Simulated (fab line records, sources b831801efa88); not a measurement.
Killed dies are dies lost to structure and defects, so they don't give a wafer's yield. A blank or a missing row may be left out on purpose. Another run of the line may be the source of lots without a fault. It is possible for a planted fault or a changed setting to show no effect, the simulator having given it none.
fab line records ; flow gf180mcu
record: lots: 15; wafers: 45; last-day: 34
route steps=602 shown MVPSD@86
lots that met no fault: from a run of the same line without faults
start-h: the number of hours between the record's first day and the start of the first shown wafer of the lot ; wait-h: time in hours since the lot's previous step ; " identical to the entry in the row above ; L1.1+2: one row covering several wafers at once ; - value missing, or start not given ; * or withheld: withheld ; < > ~ a bound
route shown NAME@n: NAME is a module with steps in the file, n the number in the route of the first one ; usual: mean and standard deviation over wafers with no fault ; same: alike in all rows ; chamber/n: place in a boat ; sites: readings site by site ; _std_site: the values' standard deviation ; _edge_site: inner sites' mean taken away from outer sites' mean ; radius-mm: how far each site lies from the wafer's centre ; mask NAME#n: copy n ; behind: the most recent tool/chamber to have shaped the wafer ; hold: the reason the lot was held/the length of the hold in hours/how it ended ; device: whichever transistor did not switch (one of n, p or np) ; end of line: the route-end tests of the same wafers ; a step given without rows: its recipe and nothing more ; killed: dies that structure and defects cost at the first sort, which is not the same as the wafer's yield ; map: dies across one wafer; x = killed, . = not, _ = none there
set.NAME: setting as actually run; set.NAME@STEP: the setting as run at that earlier step ; model.NAME: the simulator's own value behind a step, which no gauge read
route steps across a sampled set of lots; one table per step, one row per wafer
services: from which hour (start-h, from the record's first day; less than 0 if before it) a tool's chamber was out of use, for how many hours, and why
== steps ==
step: GF_MVPSD_IMPLANT_08
recipe: species: B; energy-kev: 170; dose-cm2: 1.5e+13; tilt-deg: 0
usual: tilt-deg: -0.002/0.019
lot.wafer;tool;chamber;start-h;wait-h;tilt-deg
L744.3;implanter-04;0;96.75;0.1;-0.003
L744.4;implanter-04;0;96.75;0.1;-0.010
L744.5;implanter-04;0;96.75;0.1;-0.020
L745.1;implanter-04;0;102.84;0.0;-0.025
L745.3;implanter-04;0;102.84;0.0;-0.022
L745.4;implanter-04;0;102.84;0.0;-0.017
L747.1;implanter-01;0;115.19;0.0;0.021
L747.2;implanter-01;0;115.19;0.0;0.025
L747.6;implanter-01;0;115.19;0.0;-0.003
L748.1;implanter-01;0;118.81;0.0;-0.012
L748.3;implanter-01;0;118.81;0.0;-0.016
L748.5;implanter-01;0;118.81;0.0;-0.021
L750.1;implanter-02;0;132.24;0.0;-0.007
L750.2;implanter-02;0;132.24;0.0;0.018
L750.4;implanter-02;0;132.24;0.0;-0.012
L752.3;implanter-02;0;146.74;0.1;-0.031
L752.4;implanter-02;0;146.74;0.1;0.007
L752.5;implanter-02;0;146.74;0.1;0.022
L755.2;implanter-02;0;161.52;0.0;4.125
L755.3;implanter-02;0;161.52;0.0;4.095
L755.5;implanter-02;0;161.52;0.0;4.113
L757.1;implanter-02;0;173.21;0.0;4.151
L757.4;implanter-02;0;173.21;0.0;4.161
L757.5;implanter-02;0;173.21;0.0;4.124
L758.2;implanter-02;0;180.02;0.0;4.171
L758.5;implanter-02;0;180.02;0.0;4.150
L758.6;implanter-02;0;180.02;0.0;4.179
L762.1;implanter-04;0;201.85;0.0;0.005
L762.3;implanter-04;0;201.85;0.0;-0.005
L762.6;implanter-04;0;201.85;0.0;0.024
L763.1;implanter-04;0;210.35;0.0;-0.027
L763.4;implanter-04;0;210.35;0.0;0.000
L763.6;implanter-04;0;210.35;0.0;0.006
L764.1;implanter-01;0;218.24;0.0;0.012
L764.4;implanter-01;0;218.24;0.0;0.007
L764.5;implanter-01;0;218.24;0.0;0.004
L765.1;implanter-01;0;225.35;0.0;-0.005
L765.3;implanter-01;0;225.35;0.0;-0.002
L765.4;implanter-01;0;225.35;0.0;0.015
L766.1;implanter-04;0;238.60;0.0;-0.002
L766.2;implanter-04;0;238.60;0.0;0.033
L766.5;implanter-04;0;238.60;0.0;0.020
L767.1;implanter-01;0;239.34;0.0;-0.032
L767.4;implanter-01;0;239.34;0.0;-0.011
L767.5;implanter-01;0;239.34;0.0;-0.024
step: GF_MVPSD_TW_MEAS_11
usual: MVPSD_TW: 552/6.8
lot.wafer;tool;chamber;start-h;wait-h;MVPSD_TW
L744.3;film-metro-03;-;97.12;0.1;545
L744.4;film-metro-03;-;97.12;0.1;544
L744.5;film-metro-03;-;97.12;0.1;545
L745.1;film-metro-03;-;103.24;0.1;544
L745.3;film-metro-03;-;103.24;0.1;544
L745.4;film-metro-03;-;103.24;0.1;542
L747.1;film-metro-03;-;115.59;0.1;542
L747.2;film-metro-03;-;115.59;0.1;541
L747.6;film-metro-03;-;115.59;0.1;544
L748.1;film-metro-03;-;119.21;0.1;544
L748.3;film-metro-03;-;119.21;0.1;544
L748.5;film-metro-03;-;119.21;0.1;546
L750.1;film-metro-04;-;132.64;0.1;552
L750.2;film-metro-04;-;132.64;0.1;554
L750.4;film-metro-04;-;132.64;0.1;556
L752.3;film-metro-03;-;147.11;0.1;549
L752.4;film-metro-03;-;147.11;0.1;546
L752.5;film-metro-03;-;147.11;0.1;549
L755.2;film-metro-04;-;161.90;0.1;612
L755.3;film-metro-04;-;161.90;0.1;612
L755.5;film-metro-04;-;161.90;0.1;613
L757.1;film-metro-04;-;173.61;0.1;613
L757.4;film-metro-04;-;173.61;0.1;611
L757.5;film-metro-04;-;173.61;0.1;615
L758.2;film-metro-01;-;180.40;0.1;610
L758.5;film-metro-01;-;180.40;0.1;611
L758.6;film-metro-01;-;180.40;0.1;610
L762.1;film-metro-04;-;202.25;0.1;553
L762.3;film-metro-04;-;202.25;0.1;552
L762.6;film-metro-04;-;202.25;0.1;553
L763.1;film-metro-01;-;210.75;0.1;560
L763.4;film-metro-01;-;210.75;0.1;560
L763.6;film-metro-01;-;210.75;0.1;565
L764.1;film-metro-03;-;218.64;0.1;546
L764.4;film-metro-03;-;218.64;0.1;546
L764.5;film-metro-03;-;218.64;0.1;544
L765.1;film-metro-01;-;225.75;0.1;563
L765.3;film-metro-01;-;225.75;0.1;564
L765.4;film-metro-01;-;225.75;0.1;563
L766.1;film-metro-03;-;239.00;0.1;541
L766.2;film-metro-03;-;239.00;0.1;544
L766.5;film-metro-03;-;239.00;0.1;546
L767.1;film-metro-03;-;239.74;0.1;541
L767.4;film-metro-03;-;239.74;0.1;544
L767.5;film-metro-03;-;239.74;0.1;542
step: GF_VT_IMPLANT_RS_MEAS_49
recipe: thk-meas-gauge: four-point-probe
usual: MVPSD_RS: 1168/3.2
lot.wafer;tool;chamber;start-h;wait-h;MVPSD_RS[ohm/sq]
L744.3;film-metro-04;-;156.24;0.1;1164
L744.4;film-metro-04;-;156.24;0.1;1163
L744.5;film-metro-04;-;156.24;0.1;1165
L745.1;film-metro-01;-;164.13;0.1;1166
L745.3;film-metro-01;-;164.13;0.1;1166
L745.4;film-metro-01;-;164.13;0.1;1162
L747.1;film-metro-01;-;177.75;0.1;1179
L747.2;film-metro-01;-;177.75;0.1;1173
L747.6;film-metro-01;-;177.75;0.1;1173
L748.1;film-metro-03;-;181.15;0.1;1169
L748.3;film-metro-03;-;181.15;0.1;1167
L748.5;film-metro-03;-;181.15;0.1;1167
L750.1;film-metro-04;-;196.50;0.1;1168
L750.2;film-metro-04;-;196.50;0.1;1171
L750.4;film-metro-04;-;196.50;0.1;1168
L752.3;film-metro-01;-;214.12;0.1;1165
L752.4;film-metro-01;-;214.12;0.1;1167
L752.5;film-metro-01;-;214.12;0.1;1162
L755.2;film-metro-04;-;231.54;0.1;1341
L755.3;film-metro-04;-;231.54;0.1;1340
L755.5;film-metro-04;-;231.54;0.1;1341
L757.1;film-metro-03;-;246.01;0.1;1343
L757.4;film-metro-03;-;246.01;0.1;1344
L757.5;film-metro-03;-;246.01;0.1;1345
L758.2;film-metro-04;-;253.85;0.1;1350
L758.5;film-metro-04;-;253.85;0.1;1348
L758.6;film-metro-04;-;253.85;0.1;1346
L762.1;film-metro-03;-;277.98;0.1;1171
L762.3;film-metro-03;-;277.98;0.1;1171
L762.6;film-metro-03;-;277.98;0.1;1169
L763.1;film-metro-04;-;287.23;0.1;1165
L763.4;film-metro-04;-;287.23;0.1;1164
L763.6;film-metro-04;-;287.23;0.1;1165
L764.1;film-metro-03;-;294.63;0.1;1164
L764.4;film-metro-03;-;294.63;0.1;1165
L764.5;film-metro-03;-;294.63;0.1;1163
L765.1;film-metro-03;-;302.41;0.1;1171
L765.3;film-metro-03;-;302.41;0.1;1170
L765.4;film-metro-03;-;302.41;0.1;1168
L766.1;film-metro-03;-;318.17;0.1;1169
L766.2;film-metro-03;-;318.17;0.1;1167
L766.5;film-metro-03;-;318.17;0.1;1169
L767.1;film-metro-01;-;318.47;0.1;1171
L767.4;film-metro-01;-;318.47;0.1;1168
L767.5;film-metro-01;-;318.47;0.1;1171
== services ==
tool;chamber;start-h;hours;kind
implanter-04;-;74.78;2.6;repair
implanter-01;-;83.01;1.3;repair
implanter-01;-;107.09;4.2;pm
implanter-04;-;111.48;2.1;repair
implanter-02;-;118.91;2.4;repair
implanter-02;-;123.37;0.5;repair
implanter-01;-;136.44;1.1;repair
implanter-04;-;158.09;6.8;pm
implanter-02;-;163.43;1.7;repair
implanter-02;-;188.55;3.7;repair
implanter-04;-;196.95;3.5;repair
implanter-04;-;206.32;0.6;repair
implanter-02;-;209.05;5.5;repair
== key ==
first-sign: step: GF_MVPSD_IMPLANT_08; reading: tilt-deg; direction: up; sigmas: 99+; usual: -0.002; struck: 4.141
effect: step: GF_MVPSD_TW_MEAS_11; reading: MVPSD_TW; direction: up; sigmas: 8.9; usual: 552; struck: 612
effect: step: GF_VT_IMPLANT_RS_MEAS_49; reading: MVPSD_RS; direction: up; sigmas: 55; usual: 1168; struck: 1344
met-at GF_MVPSD_IMPLANT_08
struck-lots L755,L757,L758
tester-left-out L755,L757,L758
baseline-loss: step: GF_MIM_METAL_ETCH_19; wafers: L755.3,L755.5
onset-between 146.74 161.52
fault: kind: process-parameter-drift; tool: implanter-02; chamber: -; onset-h: 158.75; steps: GF_MVPSD_IMPLANT_08; channel: tilt-deg; offset: 4.1422; shape: step; end-h: 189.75; acts-in: these-recipes-only; stated: 0
tester-left-out: of these lots the tester's yield and bins aren't shown, on N5 and GAA mostly nor the transistor test; their killed dies are dies lost to structure and defects alone, not to doping, threshold or leakage, so they don't give the yield
baseline-loss: these wafers lose ten dies or more at that step, a loss of the line's own and not of a fault; the sort's usual values leave them out
